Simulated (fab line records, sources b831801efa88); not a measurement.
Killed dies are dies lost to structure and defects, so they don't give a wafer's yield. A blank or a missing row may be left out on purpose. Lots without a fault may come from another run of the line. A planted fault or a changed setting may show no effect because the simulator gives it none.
Chamber matching | flow gf180mcu | GF_STI_ETCH_14 on rie_si-01: 4 sister chambers
The step etches Si in HBr/Cl2/O2, target depth 360 nm, time 102.9 s. 14 wafers are shown with their chamber, then 7 later ones without.

WAFERS WITH THEIR CHAMBER
wafer  | chamber | drypump_motor_current_A (A) | oes_product_au (a.u.) | throttle_valve_pct (%)
L721.1 | 2       | 6.1                         | 1.014                 | 25.660
L721.4 | 3       | 5.3                         | 1.001                 | 25.648
L721.6 | 3       | 5.4                         | 1.007                 | 25.652
L722.2 | 1       | 6.0                         | 1.006                 | 25.655
L722.3 | 0       | 5.6                         | 0.996                 | 25.663
L722.6 | 2       | 6.1                         | 1.001                 | 25.669
L728.3 | 0       | 5.6                         | 1.001                 | 25.670
L728.4 | 2       | 6.1                         | 0.996                 | 25.648
L728.6 | 2       | 6.1                         | 0.999                 | 25.657
L732.2 | 1       | 6.0                         | 1.011                 | 25.649
L732.3 | 3       | 5.4                         | 0.992                 | 25.660
L732.6 | 2       | 6.1                         | 1.002                 | 25.642
L737.1 | 0       | 5.6                         | 0.999                 | 25.655
L737.3 | 2       | 6.1                         | 1.001                 | 25.667

SIGNATURES (means of the wafers above)
reading                 | chamber 0 | chamber 1 | chamber 2 | chamber 3 | scatter within a chamber
drypump_motor_current_A | 5.600     | 6.000     | 6.100     | 5.367     | 0.0258
oes_product_au          | 0.99867   | 1.00850   | 1.00217   | 1.00000   | 0.00574
throttle_valve_pct      | 25.66267  | 25.65200  | 25.65717  | 25.65333  | 0.00874
Rule: a wafer's distance from a chamber is the root of the sum, over the readings, of the square of ((its reading less the chamber's mean) divided by the reading's scatter). The wafer belongs to the nearest chamber; if the next one is less than 2 further off, it can't be placed. The scatter: the root of (the sum of the squares of (reading less its chamber's mean) over the shown wafers, divided by (wafers less chambers)).

WAFERS WITHOUT THEIR CHAMBER
wafer  | drypump_motor_current_A (A) | oes_product_au (a.u.) | throttle_valve_pct (%)
L737.6 | 5.4                         | 0.990                 | 25.661
L739.2 | 6.0                         | 1.005                 | 25.644
L739.4 | 5.6                         | 1.001                 | 25.654
L739.6 | 6.1                         | 1.015                 | 25.642
L740.3 | 6.1                         | 1.004                 | 25.654
L740.4 | 5.4                         | 1.003                 | 25.650
L740.5 | 5.6                         | 0.986                 | 25.662

WHICH CHAMBER EACH WENT THROUGH
wafer  | from the rows above     | in truth
L737.6 | 3                       | 3
L739.2 | 1                       | 1
L739.4 | 0                       | 0
L739.6 | can't be placed: 2 or 1 | 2
L740.3 | 2                       | 2
L740.4 | 3                       | 3
L740.5 | 0                       | 0
Placed correctly: 6 of 7. Can't be placed from these rows: 1 (the true chamber is among the candidates in 1). Placed wrongly: 0.
